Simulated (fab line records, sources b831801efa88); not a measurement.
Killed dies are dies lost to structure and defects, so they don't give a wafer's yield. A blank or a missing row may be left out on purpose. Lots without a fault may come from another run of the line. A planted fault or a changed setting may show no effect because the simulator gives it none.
Chamber matching | flow sky130 | SKY_VIA2_CMP_24 on cmp-01: 4 sister chambers
The step polishes, stops on SiO2, t overpolish 20 s, target thk 0 nm. 4 wafers are shown with their chamber, then 12 later ones without.

WAFERS WITH THEIR CHAMBER
wafer  | chamber | motor_current_A (A)
L090.5 | 1       | 10.4
L091.2 | 2       | 13.3
L091.4 | 3       | 12.2
L091.5 | 0       | 10.3

WAFERS WITHOUT THEIR CHAMBER
wafer  | motor_current_A (A)
L092.3 | 10.5
L092.4 | 10.7
L092.5 | 13.1
L093.1 | 10.2
L093.4 | 11.7
L093.5 | 12.4
L094.3 | 10.6
L094.4 | 11.5
L094.6 | 11.1
L097.2 | 12.6
L097.5 | 10.8
L097.6 | 10.7

WHICH CHAMBER EACH WENT THROUGH
wafer  | from the rows above          | in truth
L092.3 | can't be placed: 1 or 0      | 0
L092.4 | can't be placed: 1 or 0      | 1
L092.5 | can't be placed: 2 or 3      | 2
L093.1 | can't be placed: 0 or 1      | 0
L093.4 | 3                            | 3
L093.5 | can't be placed: 3 or 2      | 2
L094.3 | can't be placed: 1 or 0      | 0
L094.4 | can't be placed: 3 or 1 or 0 | 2
L094.6 | can't be placed: 1 or 0 or 3 | 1
L097.2 | can't be placed: 3 or 2      | 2
L097.5 | can't be placed: 1 or 0      | 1
L097.6 | can't be placed: 1 or 0      | 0
Placed correctly: 1 of 12. Can't be placed from these rows: 11 (the true chamber is among the candidates in 10). Placed wrongly: 0.
How it was worked out, from the rows above alone: a wafer's distance from a chamber is the root of the sum, over the readings, of the square of ((its reading less the chamber's mean) divided by the reading's scatter). The wafer belongs to the nearest chamber; if the next one is less than 2 further off, it can't be placed. A chamber's mean is the mean of its shown wafers. The scatter: with one shown wafer a chamber, the root of the mean of the squares of how far each hidden wafer lies from its nearest shown one.
